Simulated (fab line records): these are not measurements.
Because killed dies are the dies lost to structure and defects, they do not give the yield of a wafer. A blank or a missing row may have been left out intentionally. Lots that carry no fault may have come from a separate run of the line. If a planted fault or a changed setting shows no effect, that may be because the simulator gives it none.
Problem report, 8D (eight disciplines) form, completed by code + flow sky130 + the parts of the form that need people (team, actions taken, sign-off) are left out

1. PROBLEM STATEMENT
Across 2 wafers from 2 lots, LI_CONTACT_HDPCVD_THK at SKY_LI_CONTACT_THK_MEAS_01 averages 1122 nm, while fault-free wafers read 932 nm with a standard deviation of 10. That puts it +19 standard deviations away from the usual mean.
First seen on wafer L987.2, day 34 08:26, on film metro-03. The record holds 35 wafers of 12 lots with a number at this step. Rule for "out" (also "out of limits"): further than 4 standard deviations from the usual mean. All remaining wafers that have a number are taken as sound.

2. WHAT IT IS AND WHAT IT IS NOT
| question                    | is                           | is not                                                                    |
|-----------------------------|------------------------------|---------------------------------------------------------------------------|
| which readings at this step | LI_CONTACT_HDPCVD_THK        | -                                                                         |
| which lots                  | L986, L987                   | L969, L973, L974, L975, L977, L978, L980, L983, L985, L990                |
| which wafers of those lots  | L986.1, L987.2               | L986.3, L987.3, L987.5                                                    |
| read on which gauges        | film metro-03, film metro-04 | film metro-01                                                             |
| when                        | from day 34 08:26            | up to then (29 sound wafers); but 4 sound wafers of L986, L990 came after |

3. THE SUSPECTS, EACH WITH WHAT RULES IT OUT
Counting: if a tool at a process step up to the reading ran every lot that is out, it stays a suspect. Sound lots after the first of them don't rule it out here, since some wafers of a struck lot are sound.
- the gauge at SKY_LI_CONTACT_THK_MEAS_01 is ruled out. 2 gauges (film metro-03, film metro-04) read the wafers that are out.
- hdpcvd-02 at SKY_LI_CONTACT_HDPCVD_00 (deposits PSG, target thk 930 nm, time 155 s): kept. Ran every lot that is out, first one L987 (day 34 08:20); last sound lot up to then L983 (day 33 05:32). Its own readings are out on those wafers: run length s.
- Within hdpcvd-02 at SKY_LI_CONTACT_HDPCVD_00: the wafers that are out ran in chamber 2; their sound lot-mates ran in chamber 0.
After counting, what remains is hdpcvd-02 at SKY_LI_CONTACT_HDPCVD_00.

4. THE CAUSE (what the simulator had put in)
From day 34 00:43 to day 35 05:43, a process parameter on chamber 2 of hdpcvd-02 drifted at SKY_LI_CONTACT_HDPCVD_00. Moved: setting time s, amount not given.
Counting left only this tool.

5. SEQUENCE OF EFFECTS, ordered by route
Each row: a reading where the mean over the struck wafers with a number is more than 3 standard deviations away from the usual. Only readings for which the record gives a usual standard deviation are gone through. hours: the time from each lot's start at the first step in this table that gives one to its start at this step, as a median over the lots. sigmas: the change in usual standard deviations.
| hours | step                       | reading               | usual   | on struck wafers | change | sigmas |
|-------|----------------------------|-----------------------|---------|------------------|--------|--------|
| 0     | SKY_LI_CONTACT_HDPCVD_00   | run length s          | 182.7 s | 213.7            | +31.0  | +44    |
| 0     | SKY_LI_CONTACT_THK_MEAS_01 | LI_CONTACT_HDPCVD_THK | 932 nm  | 1122             | +190   | +19    |
| 0     | SKY_LI_CONTACT_CMP_02      | time to endpoint s    | 31 s    | 49               | +18    | +5.5   |
It contains these process steps:
- SKY_LI_CONTACT_HDPCVD_00: deposits PSG, target thk 930 nm, time 155 s.
- SKY_LI_CONTACT_CMP_02: polishes PSG.
At these later measuring or inspecting steps, every struck wafer for which the step has a row has a number for every such reading, and none has moved that far: SKY_LI_CONTACT_THK_MEAS_23.

6. WHAT WOULD HAVE CAUGHT IT SOONER
Counted from the fault's start at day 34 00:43, it took 8 hours until the first out-of-limits reading at a measuring or inspecting step in this record, taken at day 34 08:26.
At SKY_LI_CONTACT_HDPCVD_00, the tool's own readings (run length s) were out on each struck wafer the step has a row for, so an alarm limit on them would have fired on the first such wafer.
Lots out: 2; of these, L986 started SKY_LI_CONTACT_HDPCVD_00 on hdpcvd-02 after day 34 08:26. Had the tool been put on hold then, it would have been spared.
